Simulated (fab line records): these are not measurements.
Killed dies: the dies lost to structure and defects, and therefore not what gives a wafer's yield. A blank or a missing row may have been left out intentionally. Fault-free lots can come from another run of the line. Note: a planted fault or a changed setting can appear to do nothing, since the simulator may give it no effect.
A struck lot beside a sound one || flow sfqLine || 14 out of 325 route steps
Sound: these wafers, L949.1, L949.3, L949.5. Wafers struck: L941.2, L941.4, L941.6. The cause is named last.
For every step that has rows: the tool of each side, followed by ch and its chambers, followed by its first start. Under that, the readings that differ: sound wafers || struck wafers || difference of the means || sigmas: that difference in standard deviations of wafers without a fault.
alike: readings with means less than 2 such deviations apart, plus words and numbers identical on both sides. not compared: withheld readings, readings lacking a value on some wafer, bounds such as >300 that could conceal the same value, and numbers that have no deviation in the record and whose values overlap.
Wherever a step has rows on one side only, a row that says differs or no value, or a row with sigmas, the two part there. Non-overlapping numbers with no deviation appear without sigmas and do not part them. A reading missing from all wafers of one side parts the sides only when that side holds two or more wafers.

first, 3 steps without rows for these wafers: SFQ_TRILAYER_I7_VIA_LITHO_EXPOSE_188 (exposes mask I7, target cd 1000 nm); SFQ_TRILAYER_I7_VIA_LITHO_PEB_190 (peb time 60 s); SFQ_TRILAYER_I7_VIA_LITHO_DEVELOP_189 (time 60 s).
SFQ_I7_OVL_MEAS_947:
  struck on overlay-02, day 73 14:05; sound on overlay-01, day 75 14:14
  alike: I7_OVL
SFQ_TRILAYER_I7_VIA_BARC_OPEN_VIA_ETCH_260: etches BARC in O2, target depth 125 nm, time 41.7 s.
  sound on rieDiel-02 ch 0,1, day 75 14:17; struck on rieDiel-01 ch 1,3, day 73 14:07
  alike: drypumpMotorCurrentA, oesProductAu
  not compared: rfHoursCounterH
SFQ_TRILAYER_I7_VIA_ETCH_VIA_ETCH_190: etches SiO2 in CHF3, stops on Nb, target depth 260 nm.
  sound on rieDiel-02 ch 0,1, day 75 14:19; struck on rieDiel-01 ch 1,3, day 73 14:09
  alike: drypumpMotorCurrentA, oesProductAu
SFQ_TRILAYER_I7_VIA_STRIP_STRIP_191: strips in O2.
  sound on rieMetal-03 ch 0,1, day 75 14:26; struck on rieMetal-04 ch 1, day 73 14:16
{"reading": "drypumpMotorCurrentA (A)", "sound": "5.44 5.30 5.30", "struck": "4.80 4.81 4.84", "difference": -0.53, "sigmas": -3}
  alike: oesProductAu
  not compared: rfHoursCounterH
then, 5 steps without rows for these wafers: SFQ_TRILAYER_I7_VIA_STRIP_SOLV_CLEAN_192 (cleans in NMP, time 600 s); SFQ_TRILAYER_M8_LITHO_LOR_COAT_197; SFQ_TRILAYER_M8_LITHO_LOR_BAKE_198; SFQ_TRILAYER_M8_LITHO_COAT_193 (resist thk 600 nm); SFQ_TRILAYER_M8_LITHO_SOFTBAKE_199.
-- the record jumps here: 5 days lie between the struck wafers' starts before and after --
SFQ_TRILAYER_M8_LITHO_EXPOSE_194: exposes mask M8, target cd 2000 nm.
  sound on krfScanner-02 ch 0, day 79 13:59; struck on krfScanner-02, day 78 10:35
  no value came back on the struck wafers for exposureDoseMJCm2, focusOffsetNm (nm); on the sound wafers exposureDoseMJCm2 reads 14.408 14.378 14.399
  alike: mask
then, 1 step without rows for these wafers: SFQ_TRILAYER_M8_LITHO_PEB_196 (peb time 60 s).

== WHERE THEY PART ==
Earliest at SFQ_TRILAYER_I7_VIA_STRIP_STRIP_191; latest, in this record, at SFQ_TRILAYER_M8_LITHO_EXPOSE_194.

WHY: what had been put in by the simulator
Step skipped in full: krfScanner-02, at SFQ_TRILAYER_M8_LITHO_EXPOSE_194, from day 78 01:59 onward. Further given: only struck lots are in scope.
